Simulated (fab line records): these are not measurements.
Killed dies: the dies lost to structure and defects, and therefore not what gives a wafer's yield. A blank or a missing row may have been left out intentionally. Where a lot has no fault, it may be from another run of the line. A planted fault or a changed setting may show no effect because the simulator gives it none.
fab line records    flow gf180mcu    part 1 of 2: steps 1 to 42 of 43
record lots=6  wafers=18  last-day=34
route steps=602 shown HV_LDD@218 NSD@235 PSD@248 PASSIVATION@602
lots that met no fault: from a run of the same line without faults
start-h: start of the lot's first displayed wafer, in hours after the record's first day    wait-h: hours from the lot's prior step to this one    " same as the row above    L1.1+2: one row covering several wafers at once    - no value, or no start given    * or withheld: withheld    < > ~ a bound
route shown NAME@n: a module of which the file shows steps, and the number in the route of the first    usual: mean/standard deviation of fault-free wafers    same: alike in all rows    chamber/n: place in a boat    sites: readings site by site    _std_site: their standard deviation    _edge_site: inner sites' mean taken away from outer sites' mean    radius-mm: for every site, how far away it sits from the centre of the wafer    mask NAME#n: copy n    behind: the most recent tool/chamber to have shaped the wafer    hold: the reason the lot was held/the length of the hold in hours/how it ended    device: names the non-switching transistor (n, p or np)    end of line: the same wafers' tests at the end of the route    a step with no rows: only its recipe    killed: count of dies lost to structure and defects at first sort (not the wafer's yield)    map: shows each die of a wafer: x if killed, . if not, _ if none is there
set.NAME: the setting the step ran with; set.NAME@STEP: the setting that earlier step ran with    model.NAME: the simulator's own value behind a step, which no gauge read
certain route steps with their lots: each step a table, each wafer a row
services: from which hour (start-h, from the record's first day; less than 0 if before it) a tool's chamber was out of use, for how many hours, and why
## steps
# step GF_HV_LDD_SOFTBAKE_42
# recipe temp-c=90  time-s=60  resist=NOVOLAK
# step GF_HV_LDD_EXPOSE_43
# recipe mask-id=Pplus_HV_AREA  target-cd-nm=400  na=0.6  source-shape=conventional  sigma-outer=0.6  dose-mj=140
# step GF_HV_LDD_PEB_44
# recipe temp-c=withheld  time-s=*  resist=NOVOLAK
# step GF_HV_LDD_DEVELOP_45
# recipe develop-time-s=60  dev-temp-c=23
# step GF_HV_LDD_CD_MEAS_46
# recipe target-cd-nm=400
# usual cd-nm=398.4/2.2
lot.wafer  tool       chamber  start-h  wait-h  cd-nm
L674.1     cd-sem-02  -        276.41   0.1     400.0
L674.2     "          -        "        "       399.0
L674.3     "          -        "        "       397.4
L676.3     cd-sem-01  -        295.50   0.1     398.0
L676.5     "          -        "        "       397.2
L676.6     "          -        "        "       398.5
L678.1     cd-sem-01  -        313.91   0.1     399.6
L678.3     "          -        "        "       397.0
L678.5     "          -        "        "       396.7
L679.3     cd-sem-02  -        322.45   0.1     395.0
L679.4     "          -        "        "       396.4
L679.6     "          -        "        "       397.0
L680.1     cd-sem-01  -        329.86   0.1     395.4
L680.5     "          -        "        "       395.2
L680.6     "          -        "        "       394.0
L694.3     cd-sem-02  -        446.70   0.1     395.7
L694.4     "          -        "        "       398.4
L694.5     "          -        "        "       400.2
# step GF_HV_LDD_OVL_MEAS_47
# usual HV_LDD_03_OVL=0.1/1.6
lot.wafer  tool        chamber  start-h  wait-h  HV_LDD_03_OVL[nm]
L674.1     overlay-02  -        276.53   0.1     2.2
L674.2     "           -        "        "       1.9
L674.3     "           -        "        "       -0.2
L676.3     overlay-02  -        295.59   0.1     -1.7
L676.5     "           -        "        "       -1.0
L676.6     "           -        "        "       -0.1
L678.1     overlay-02  -        314.03   0.1     0.6
L678.3     "           -        "        "       -0.9
L678.5     "           -        "        "       -0.1
L679.3     overlay-01  -        322.54   0.1     -2.0
L679.4     "           -        "        "       -3.5
L679.6     "           -        "        "       -1.7
L680.1     overlay-01  -        329.98   0.1     -0.6
L680.5     "           -        "        "       2.1
L680.6     "           -        "        "       0.9
L694.3     overlay-01  -        446.79   0.1     1.9
L694.4     "           -        "        "       0.6
L694.5     "           -        "        "       -0.5
# step GF_HV_LDD_IMPLANT_48
# recipe species=B  energy-kev=25  dose-cm2=3e+13  tilt-deg=7
# step GF_HV_LDD_STRIP_49
# recipe chemistry=O2/N2  power-w=1400  pressure-mtorr=1500  platen-temp-c=250  o2-flow-sccm=3000  n2-flow-sccm=300  overash-fraction=0.5
# usual drypump-motor-current-A=5.8/0.5  heater-power-w=349/23  oes-product-au=0.716/0.0045  strip-time-to-endpoint-s=12.74/0.035
lot.wafer  tool             chamber  start-h  wait-h  drypump-motor-current-A  heater-power-w  oes-product-au  rf-hours-counter-h  strip-time-to-endpoint-s
L674.1     plasma-asher-01  1        276.72   0.1     5.5                      338             0.709           18                  12.69
L674.2     "                0        "        "       6.2                      364             0.727           18                  12.73
L674.3     "                1        "        "       5.5                      328             0.722           -                   12.71
L676.3     plasma-asher-02  1        295.80   0.1     6.0                      375             0.714           -                   12.72
L676.5     "                0        "        "       6.5                      387             0.714           -                   12.73
L676.6     "                1        "        "       6.0                      380             0.706           -                   12.71
L678.1     plasma-asher-01  1        314.22   0.1     5.5                      335             0.716           22                  12.79
L678.3     "                1        "        "       5.5                      336             0.719           -                   12.74
L678.5     "                1        "        "       5.5                      326             0.713           -                   12.76
L679.3     plasma-asher-03  1        322.75   0.1     4.9                      317             0.705           -                   12.76
L679.4     "                0        "        "       5.5                      329             0.713           -                   12.79
L679.6     "                1        "        "       4.9                      321             0.723           -                   12.74
L680.1     plasma-asher-03  1        330.17   0.1     4.9                      315             0.719           66                  12.75
L680.5     "                1        "        "       5.0                      322             0.713           -                   12.79
L680.6     "                0        "        "       5.5                      329             0.712           -                   12.82
L694.3     plasma-asher-01  0        447.00   0.1     6.2                      373             0.716           -                   12.74
L694.4     "                1        "        "       5.5                      331             0.717           -                   12.69
L694.5     "                1        "        "       5.5                      337             0.721           -                   12.69
# step GF_HV_LDD_TW_MEAS_50
# usual HV_LDD_4_TW=576/5.9
lot.wafer  tool           chamber  start-h  wait-h  HV_LDD_4_TW
L674.1     film-metro-03  -        276.82   0.1     581
L674.2     "              -        "        "       581
L674.3     "              -        "        "       578
L676.3     film-metro-01  -        295.89   0.1     574
L676.5     "              -        "        "       574
L676.6     "              -        "        "       574
L678.1     film-metro-01  -        314.32   0.1     573
L678.3     "              -        "        "       572
L678.5     "              -        "        "       573
L679.3     film-metro-04  -        322.84   0.1     589
L679.4     "              -        "        "       585
L679.6     "              -        "        "       587
L680.1     film-metro-03  -        330.27   0.1     580
L680.5     "              -        "        "       582
L680.6     "              -        "        "       579
L694.3     film-metro-01  -        447.09   0.1     569
L694.4     "              -        "        "       570
L694.5     "              -        "        "       572
# step GF_HV_LDD_CLEAN_51
# recipe chemistry=SC1/SC2  mix=1:4:20  temp-c=70  time-s=150  dry=n2-spin
# step GF_HV_LDD_RTA_52
# recipe temp-c=1000  time-s=10.79  ambient=N2
# usual lamp-power-pct=33/5.2  wafer_temp_C_max=1004.8/1.4
# same time-s=10.79
lot.wafer  tool           chamber  start-h  wait-h  lamp-power-pct  wafer_temp_C_max
L674.1     rtp-anneal-02  0        276.93   0.0     28              1006.6
L674.2     "              0        "        "       28              1005.7
L674.3     "              0        "        "       28              1006.2
L676.3     rtp-anneal-01  0        296.00   0.0     38              1003.7
L676.5     "              0        "        "       39              1002.8
L676.6     "              0        "        "       39              1004.4
L678.1     rtp-anneal-01  0        314.43   0.0     39              1004.0
L678.3     "              0        "        "       39              1003.2
L678.5     "              0        "        "       39              1004.5
L679.3     rtp-anneal-02  0        322.95   0.0     28              1006.2
L679.4     "              0        "        "       28              1004.5
L679.6     "              0        "        "       28              1007.0
L680.1     rtp-anneal-02  0        330.38   0.0     28              1005.5
L680.5     "              0        "        "       28              1003.8
L680.6     "              0        "        "       28              1003.8
L694.3     rtp-anneal-02  0        447.20   0.0     28              1006.3
L694.4     "              0        "        "       28              1006.1
L694.5     "              0        "        "       28              1008.0
# step GF_HV_LDD_RS_MEAS_53
# recipe thk-meas-gauge=four-point-probe
# usual HV_LDD_RS=418.1/0.92
lot.wafer  tool           chamber  start-h  wait-h  HV_LDD_RS[ohm/sq]
L674.1     film-metro-04  -        276.99   0.1     418.9
L674.2     "              -        "        "       419.2
L674.3     "              -        "        "       419.9
L676.3     film-metro-01  -        296.08   0.1     418.6
L676.5     "              -        "        "       419.4
L676.6     "              -        "        "       419.2
L678.1     film-metro-03  -        314.49   0.1     419.0
L678.3     "              -        "        "       418.8
L678.5     "              -        "        "       419.8
L679.3     film-metro-03  -        323.04   0.1     419.4
L679.4     "              -        "        "       418.9
L679.6     "              -        "        "       419.2
L680.1     film-metro-01  -        330.44   0.1     416.1
L680.5     "              -        "        "       416.6
L680.6     "              -        "        "       417.0
L694.3     film-metro-04  -        447.28   0.1     417.7
L694.4     "              -        "        "       417.4
L694.5     "              -        "        "       418.4
# step GF_HV_LDD_CVD_54
# recipe material=SiO2  target-thk-nm=10  precursor=TEOS  temp-c=680  time-s=75  pressure-mtorr=400
# usual pressure-mtorr=400.0/0.76
# same time-s=75
lot.wafer  tool      chamber  start-h  wait-h  pressure-mtorr
L674.1     lpcvd-01  1        277.11   0.1     399.4
L674.2     "         1        "        "       400.5
L674.3     "         1        "        "       401.0
L676.3     lpcvd-01  0        296.16   0.1     400.7
L676.5     "         0        "        "       399.4
L676.6     "         0        "        "       400.6
L678.1     lpcvd-01  0        314.61   0.1     399.2
L678.3     "         0        "        "       399.9
L678.5     "         0        "        "       399.0
L679.3     lpcvd-01  0        323.12   0.1     399.4
L679.4     "         0        "        "       400.0
L679.6     "         0        "        "       399.1
L680.1     lpcvd-01  1        330.56   0.1     399.9
L680.5     "         1        "        "       400.5
L680.6     "         1        "        "       400.0
L694.3     lpcvd-01  1        447.36   0.1     401.5
L694.4     "         1        "        "       401.4
L694.5     "         1        "        "       399.9
# step GF_HV_LDD_THK_MEAS_55
# recipe reads=SiO2_of_HV_LDD_CVD_54
# usual HV_LDD_CVD_54_THK=9.99/0.14
lot.wafer  tool           chamber  start-h  wait-h  HV_LDD_CVD_54_THK[nm]
L674.1     film-metro-04  -        278.64   0.0     9.80
L674.2     "              -        "        "       9.80
L674.3     "              -        "        "       9.79
L676.3     film-metro-03  -        297.20   0.0     9.88
L676.5     "              -        "        "       9.92
L676.6     "              -        "        "       9.97
L678.1     film-metro-01  -        315.64   0.0     9.77
L678.3     "              -        "        "       9.84
L678.5     "              -        "        "       9.92
L679.3     film-metro-03  -        324.67   0.0     9.86
L679.4     "              -        "        "       9.90
L679.6     "              -        "        "       9.93
L680.1     film-metro-04  -        331.59   0.0     9.79
L680.5     "              -        "        "       9.82
L680.6     "              -        "        "       9.79
L694.3     film-metro-04  -        448.40   0.0     10.24
L694.4     "              -        "        "       10.20
L694.5     "              -        "        "       10.04
# step GF_HV_LDD_CVD_56
# recipe material=Si3N4  precursor=DCS/NH3  target-thk-nm=90  temp-c=770  time-s=1543  pressure-mtorr=250
# step GF_HV_LDD_THK_MEAS_57
# recipe reads=Si3N4_of_HV_LDD_CVD_56
# usual HV_LDD_CVD_56_THK=90.3/0.76
lot.wafer  tool           chamber  start-h  wait-h  HV_LDD_CVD_56_THK[nm]
L674.1     film-metro-01  -        280.85   0.0     90.4
L674.2     "              -        "        "       90.1
L674.3     "              -        "        "       89.8
L676.3     film-metro-03  -        298.69   0.0     90.0
L676.5     "              -        "        "       90.3
L676.6     "              -        "        "       89.9
L678.1     film-metro-03  -        317.12   0.0     89.3
L678.3     "              -        "        "       88.9
L678.5     "              -        "        "       90.4
L679.3     film-metro-01  -        326.87   0.0     89.5
L679.4     "              -        "        "       90.0
L679.6     "              -        "        "       89.5
L680.1     film-metro-04  -        333.07   0.0     91.7
L680.5     "              -        "        "       92.0
L680.6     "              -        "        "       91.3
L694.3     film-metro-04  -        449.89   0.0     90.4
L694.4     "              -        "        "       90.1
L694.5     "              -        "        "       90.5
# step GF_HV_LDD_ETCHBACK_58
# recipe chemistry=CH3F/O2  target=Si3N4  stop-on=SiO2  source-w=400  bias-w=80  pressure-mtorr=25  ch3f-flow-sccm=40  O2_flow_sccm=30  time-s=100  target-depth-a=900
# usual drypump-motor-current-A=5.9/0.36  oes-product-au=0.844/0.0064  throttle-valve-pct=10.561/0.0088
# same time-s=100
lot.wafer  tool         chamber  start-h  wait-h  drypump-motor-current-A  oes-product-au  rf-hours-counter-h  throttle-valve-pct
L674.1     rie-diel-03  1        280.91   0.1     6.3                      0.847           81                  10.556
L674.2     "            2        "        "       6.2                      0.843           25                  10.568
L674.3     "            3        "        "       5.3                      0.837           101                 10.563
L676.3     rie-diel-04  3        298.73   0.0     6.2                      0.841           86                  10.552
L676.5     "            3        "        "       6.2                      0.843           -                   10.561
L676.6     "            2        "        "       5.8                      0.840           -                   10.561
L678.1     rie-diel-02  1        317.18   0.1     6.3                      0.838           82                  10.561
L678.3     "            2        "        "       5.8                      0.838           35                  10.571
L678.5     "            2        "        "       5.8                      0.844           -                   10.565
L679.3     rie-diel-02  2        326.91   0.0     5.8                      0.838           36                  10.566
L679.4     "            1        "        "       6.3                      0.839           83                  10.549
L679.6     "            3        "        "       5.8                      0.838           -                   10.552
L680.1     rie-diel-03  0        333.13   0.1     5.8                      0.846           17                  10.552
L680.5     "            3        "        "       5.3                      0.849           -                   10.572
L680.6     "            0        "        "       5.8                      0.855           -                   10.558
L694.3     rie-diel-04  2        449.93   0.0     5.8                      0.844           91                  10.559
L694.4     "            0        "        "       5.7                      0.842           32                  10.566
L694.5     "            3        "        "       6.2                      0.842           -                   10.545
# step GF_NSD_DEHYDRATE_00
# recipe temp-c=200  time-s=60
# step GF_NSD_HMDS_01
# recipe prime-time-s=60  prime-temp-c=120
# step GF_NSD_COAT_02
# recipe resist=NOVOLAK  spin-rpm=3000  resist-thk-nm=1000
# step GF_NSD_SOFTBAKE_03
# recipe temp-c=90  time-s=60  resist=NOVOLAK
# step GF_NSD_EXPOSE_04
# recipe mask-id=Nplus  target-cd-nm=400  na=0.6  source-shape=conventional  sigma-outer=0.6  dose-mj=140
# step GF_NSD_PEB_05
# recipe temp-c=withheld  time-s=*  resist=NOVOLAK
# step GF_NSD_DEVELOP_06
# recipe develop-time-s=60  dev-temp-c=23
# step GF_NSD_CD_MEAS_07
# recipe target-cd-nm=400
# usual cd-nm=399.8/2
lot.wafer  tool       chamber  start-h  wait-h  cd-nm
L674.1     cd-sem-01  -        300.46   0.1     399.2
L674.2     "          -        "        "       398.4
L674.3     "          -        "        "       398.9
L676.3     cd-sem-02  -        319.42   0.1     399.2
L676.5     "          -        "        "       396.5
L676.6     "          -        "        "       398.5
L678.1     cd-sem-01  -        337.65   0.3     394.2
L678.3     "          -        "        "       398.3
L678.5     "          -        "        "       397.0
L679.3     cd-sem-02  -        347.12   0.1     398.2
L679.4     "          -        "        "       399.2
L679.6     "          -        "        "       399.3
L680.1     cd-sem-01  -        353.01   0.1     400.9
L680.5     "          -        "        "       400.9
L680.6     "          -        "        "       400.1
L694.3     cd-sem-01  -        473.75   0.1     400.3
L694.4     "          -        "        "       402.3
L694.5     "          -        "        "       401.6
# step GF_NSD_OVL_MEAS_08
# usual NSD_OVL=0.3/1.3
lot.wafer  tool        chamber  start-h  wait-h  NSD_OVL[nm]
L674.1     overlay-02  -        300.58   0.1     1.5
L674.2     "           -        "        "       -0.7
L674.3     "           -        "        "       -1.9
L676.3     overlay-01  -        319.51   0.1     0.6
L676.5     "           -        "        "       -0.9
L676.6     "           -        "        "       -0.7
L678.1     overlay-02  -        337.77   0.1     2.3
L678.3     "           -        "        "       -0.3
L678.5     "           -        "        "       2.3
L679.3     overlay-01  -        347.21   0.1     1.7
L679.4     "           -        "        "       0.1
L679.6     "           -        "        "       -0.5
L680.1     overlay-02  -        353.13   0.1     1.7
L680.5     "           -        "        "       0.2
L680.6     "           -        "        "       -0.9
L694.3     overlay-02  -        473.84   0.1     -0.7
L694.4     "           -        "        "       -1.0
L694.5     "           -        "        "       0.2
# step GF_NSD_IMPLANT_09
# recipe species=As  energy-kev=60  dose-cm2=4e+15  tilt-deg=7
# step GF_NSD_IMPLANT_10
# recipe species=P  energy-kev=40  dose-cm2=5e+14  tilt-deg=7
# step GF_NSD_STRIP_11
# recipe chemistry=O2/N2  power-w=1400  pressure-mtorr=1500  platen-temp-c=250  o2-flow-sccm=3000  n2-flow-sccm=300  overash-fraction=0.5
# usual drypump-motor-current-A=6.10/0.27  heater-power-w=345/27  oes-product-au=0.487/0.0043  strip-time-to-endpoint-s=22.95/0.044
lot.wafer  tool             chamber  start-h  wait-h  drypump-motor-current-A  heater-power-w  oes-product-au  rf-hours-counter-h  strip-time-to-endpoint-s
L674.1     plasma-asher-04  1        300.92   0.1     6.05                     318             0.489           49                  22.95
L674.2     "                0        "        "       6.08                     314             0.481           49                  22.92
L674.3     "                0        "        "       6.10                     310             0.491           -                   22.90
L676.3     plasma-asher-02  1        319.87   0.1     6.01                     374             0.492           -                   22.92
L676.5     "                0        "        "       6.52                     380             0.488           -                   22.93
L676.6     "                1        "        "       5.99                     370             0.491           -                   22.91
L678.1     plasma-asher-02  1        338.11   0.1     5.98                     379             0.488           70                  23.02
L678.3     "                1        "        "       5.98                     377             0.486           -                   22.98
L678.5     "                0        "        "       6.53                     383             0.487           -                   22.93
L679.3     plasma-asher-01  1        347.57   0.1     5.49                     333             0.488           -                   22.93
L679.4     "                0        "        "       6.15                     363             0.488           -                   22.95
L679.6     "                1        "        "       5.51                     324             0.501           -                   22.95
L680.1     plasma-asher-04  0        353.46   0.1     6.08                     308             0.486           54                  23.00
L680.5     "                0        "        "       6.14                     307             0.486           -                   23.01
L680.6     "                1        "        "       6.10                     327             0.487           -                   22.98
L694.3     plasma-asher-04  0        474.20   0.1     6.13                     312             0.484           -                   22.92
L694.4     "                1        "        "       6.08                     322             0.488           -                   22.90
L694.5     "                1        "        "       6.04                     322             0.485           -                   22.91
# step GF_NSD_TW_MEAS_12
# usual NSD_TW=4254/48
lot.wafer  tool           chamber  start-h  wait-h  NSD_TW
L674.1     film-metro-02  -        301.02   0.1     4216
L674.2     "              -        "        "       4226
L674.3     "              -        "        "       4212
L676.3     film-metro-03  -        319.95   0.1     4317
L676.5     "              -        "        "       4302
L676.6     "              -        "        "       4340
L678.1     film-metro-01  -        338.21   0.1     4261
L678.3     "              -        "        "       4266
L678.5     "              -        "        "       4234
L679.3     film-metro-02  -        347.65   0.1     4198
L679.4     "              -        "        "       4221
L679.6     "              -        "        "       4217
L680.1     film-metro-02  -        353.56   0.1     4223
L680.5     "              -        "        "       4207
L680.6     "              -        "        "       4197
L694.3     film-metro-02  -        474.28   0.1     4203
L694.4     "              -        "        "       4162
L694.5     "              -        "        "       4192
# step GF_PSD_DEHYDRATE_00
# recipe temp-c=200  time-s=60
# step GF_PSD_HMDS_01
# recipe prime-time-s=60  prime-temp-c=120
# step GF_PSD_COAT_02
# recipe resist=NOVOLAK  spin-rpm=3000  resist-thk-nm=1000
# step GF_PSD_SOFTBAKE_03
# recipe temp-c=90  time-s=60  resist=NOVOLAK
# step GF_PSD_EXPOSE_04
# recipe mask-id=Pplus  target-cd-nm=400  na=0.6  source-shape=conventional  sigma-outer=0.6  dose-mj=140
# step GF_PSD_PEB_05
# recipe temp-c=withheld  time-s=*  resist=NOVOLAK
# step GF_PSD_DEVELOP_06
# recipe develop-time-s=60  dev-temp-c=23
# step GF_PSD_CD_MEAS_07
# recipe target-cd-nm=400
# usual cd-nm=400.3/2.1
lot.wafer  tool       chamber  start-h  wait-h  cd-nm
L674.1     cd-sem-01  -        321.36   0.1     405.6
L674.2     "          -        "        "       405.1
L674.3     "          -        "        "       404.9
L676.3     cd-sem-01  -        339.65   0.1     395.8
L676.5     "          -        "        "       397.4
L676.6     "          -        "        "       397.4
L678.1     cd-sem-02  -        359.96   0.1     400.6
L678.3     "          -        "        "       400.7
L678.5     "          -        "        "       401.4
L679.3     cd-sem-02  -        369.25   0.1     400.6
L679.4     "          -        "        "       399.0
L679.6     "          -        "        "       398.1
L680.1     cd-sem-02  -        375.21   0.1     398.8
L680.5     "          -        "        "       398.3
L680.6     "          -        "        "       397.6
L694.3     cd-sem-02  -        498.05   0.1     400.3
L694.4     "          -        "        "       397.1
L694.5     "          -        "        "       400.2
# step GF_PSD_OVL_MEAS_08
# usual PSD_OVL=-0.6/1.7
lot.wafer  tool        chamber  start-h  wait-h  PSD_OVL[nm]
L674.1     overlay-02  -        321.48   0.1     -1.9
L674.2     "           -        "        "       -3.1
L674.3     "           -        "        "       -1.8
L676.3     overlay-02  -        339.74   0.1     -1.2
L676.5     "           -        "        "       -0.5
L676.6     "           -        "        "       1.0
L678.1     overlay-01  -        360.08   0.1     0.3
L678.3     "           -        "        "       -1.2
L678.5     "           -        "        "       -0.4
L679.3     overlay-01  -        369.34   0.1     -0.9
L679.4     "           -        "        "       0.6
L679.6     "           -        "        "       0.1
L680.1     overlay-01  -        375.33   0.1     2.0
L680.5     "           -        "        "       1.1
L680.6     "           -        "        "       1.2
L694.3     overlay-01  -        498.14   0.1     -1.6
L694.4     "           -        "        "       -2.7
L694.5     "           -        "        "       -0.4
# step GF_PSD_IMPLANT_09
# recipe species=BF2  energy-kev=40  dose-cm2=1.537e+15  tilt-deg=7
# step GF_PSD_STRIP_10
# recipe chemistry=O2/N2  power-w=1400  pressure-mtorr=1500  platen-temp-c=250  o2-flow-sccm=3000  n2-flow-sccm=300  overash-fraction=0.5
# usual drypump-motor-current-A=5.8/0.53  heater-power-w=339/26  oes-product-au=0.590/0.0043  strip-time-to-endpoint-s=16.61/0.033
lot.wafer  tool             chamber  start-h  wait-h  drypump-motor-current-A  heater-power-w  oes-product-au  rf-hours-counter-h  strip-time-to-endpoint-s
L674.1     plasma-asher-02  1        321.67   0.1     6.0                      369             0.589           68                  16.64
L674.2     "                0        "        "       6.5                      392             0.579           68                  16.61
L674.3     "                1        "        "       6.0                      376             0.589           -                   16.61
L676.3     plasma-asher-02  1        339.95   0.1     6.0                      370             0.585           -                   16.65
L676.5     "                1        "        "       6.0                      371             0.593           -                   16.66
L676.6     "                0        "        "       6.5                      379             0.592           -                   16.65
L678.1     plasma-asher-04  1        360.26   0.1     6.1                      321             0.590           55                  16.60
L678.3     "                1        "        "       6.1                      331             0.588           -                   16.61
L678.5     "                1        "        "       6.1                      321             0.587           -                   16.61
L679.3     plasma-asher-03  0        369.55   0.1     5.4                      323             0.588           -                   16.62
L679.4     "                1        "        "       4.9                      328             0.593           -                   16.65
L679.6     "                1        "        "       4.9                      319             0.582           -                   16.68
L680.1     plasma-asher-03  1        375.51   0.1     4.9                      323             0.594           71                  16.61
L680.5     "                1        "        "       4.9                      320             0.593           -                   16.54
L680.6     "                0        "        "       5.4                      321             0.584           -                   16.57
L694.3     plasma-asher-02  0        498.35   0.1     6.5                      380             0.592           -                   16.56
L694.4     "                1        "        "       6.0                      368             0.585           -                   16.62
L694.5     "                0        "        "       6.5                      383             0.585           -                   16.56
# step GF_PSD_TW_MEAS_11
# usual PSD_TW=3217/37
lot.wafer  tool           chamber  start-h  wait-h  PSD_TW
L674.1     film-metro-01  -        321.77   0.1     3219
L674.2     "              -        "        "       3233
L674.3     "              -        "        "       3208
L676.3     film-metro-03  -        340.04   0.1     3275
L676.5     "              -        "        "       3280
L676.6     "              -        "        "       3270
L678.1     film-metro-03  -        360.36   0.1     3231
L678.3     "              -        "        "       3248
L678.5     "              -        "        "       3267
L679.3     film-metro-02  -        369.63   0.1     3193
L679.4     "              -        "        "       3166
L679.6     "              -        "        "       3167
L680.1     film-metro-01  -        375.61   0.1     3203
L680.5     "              -        "        "       3225
L680.6     "              -        "        "       3217
L694.3     film-metro-02  -        498.43   0.1     3163
L694.4     "              -        "        "       3187
L694.5     "              -        "        "       3173
